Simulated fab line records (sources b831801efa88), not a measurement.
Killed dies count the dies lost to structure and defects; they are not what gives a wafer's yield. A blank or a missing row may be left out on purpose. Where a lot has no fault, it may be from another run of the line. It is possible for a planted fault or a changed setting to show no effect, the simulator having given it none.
The same fault as seen by 2 desks | flow gf180mcu | every desk sees just its own numbers, and what lay behind them comes last

== AT THE TOOL OWNER'S DESK: lpcvd-02 ==
The tool's own readings at GF_STI_CVD_03 (deposits Si3N4 from DCS/NH3, target thk 207.16 nm, time 3551 s): means of the sampled wafers that have a number, for each lot that ran on this tool. Any lot whose mean is over 4 standard deviations away from the usual mean is out of limits and marked OUT; that distance is given in the brackets.
Columns: A = spike-tc-centre-C at GF_STI_CVD_03, usual 771.8 C; B = zone-power-centre-pct at GF_STI_CVD_03, usual 13.2 %; C = zone-power-lower-pct at GF_STI_CVD_03, usual 12.2 %; D = zone-power-upper-pct at GF_STI_CVD_03, usual 12.7 %
lot  | first seen here | A               | B               | C    | D
L533 | day 1 16:34     | 770.6           | 13.7            | 11.8 | 12.6
L534 | day 1 21:37     | 771.2           | 13.8            | 11.9 | 12.7
L538 | day 2 18:23     | 770.1           | 13.8            | 11.8 | 12.6
L545 | day 4 06:13     | 785.4 (+10) OUT | 18.8 (+5.8) OUT | 12.0 | 11.1
L546 | day 4 10:11     | 770.5           | 13.7            | 11.9 | 12.7
This desk finds L545 out of limits, L545 being first, at day 4 06:13 (spike-tc-centre-C at GF_STI_CVD_03). L533, L534, L538, L546 stayed within limits.

== METROLOGY DESK ==
Lot by lot, what the gauges showed, no matter which tool ran the lot: averages of those sampled wafers that carry a number. Any lot whose mean is over 4 standard deviations away from the usual mean is out of limits and marked OUT; that distance is given in the brackets.
Columns: A = STI_CVD_03_THK at GF_STI_THK_MEAS_04, usual 206.9 nm; B = DUAL_GATE_OVL at GF_DUAL_GATE_OVL_MEAS_11, usual -0.9 nm; C = SAB_OVL at GF_SAB_OVL_MEAS_10, usual 0.7 nm
lot  | first seen here | A     | B    | C
L532 | day 1 13:35     | 205.2 | 0.3  | 1.6
L533 | day 1 18:34     | 206.3 | -1.9 | 2.2
L534 | day 1 23:37     | 206.2 | 0.2  | 1.6
L535 | day 2 05:33     | 210.5 | 1.6  | -2.3
L538 | day 2 20:23     | 203.8 | 0.2  | 0.6
L545 | day 4 08:13     | 213.9 | -1.5 | 1.3
L546 | day 4 12:13     | 209.5 | 0.7  | 2.0
L547 | day 4 17:19     | 207.1 | -1.5 | 0.3
L550 | day 5 07:35     | 207.8 | -1.0 | 0.4
L551 | day 5 12:35     | 208.1 | -1.4 | 0.4
L552 | day 5 17:34     | 210.7 | -1.2 | 0.2
L553 | day 5 22:47     | 205.9 | -4.2 | 0.8
L555 | day 6 09:16     | 209.0 | -0.8 | 1.6
Result from this desk: across the 13 lots, nothing is out of limits.

== BROUGHT TOGETHER ==
At day 4 06:13, on L545, the tool owner's desk was in a position to raise an alarm.
At the metrology desk, nothing out of limits was observed.
The metrology desk has L545 on record, within its limits.
Every lot named ran GF_STI_CVD_03 on lpcvd-02.

== WHAT HAD BEEN PUT IN BY THE SIMULATOR ==
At GF_STI_CVD_03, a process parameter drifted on lpcvd-02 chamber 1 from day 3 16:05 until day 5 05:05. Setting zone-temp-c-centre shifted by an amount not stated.
Struck lots among those shown: L545.
Time in hours from fault onset to the first out-of-limits reading at each desk: the tool owner's desk, 14.
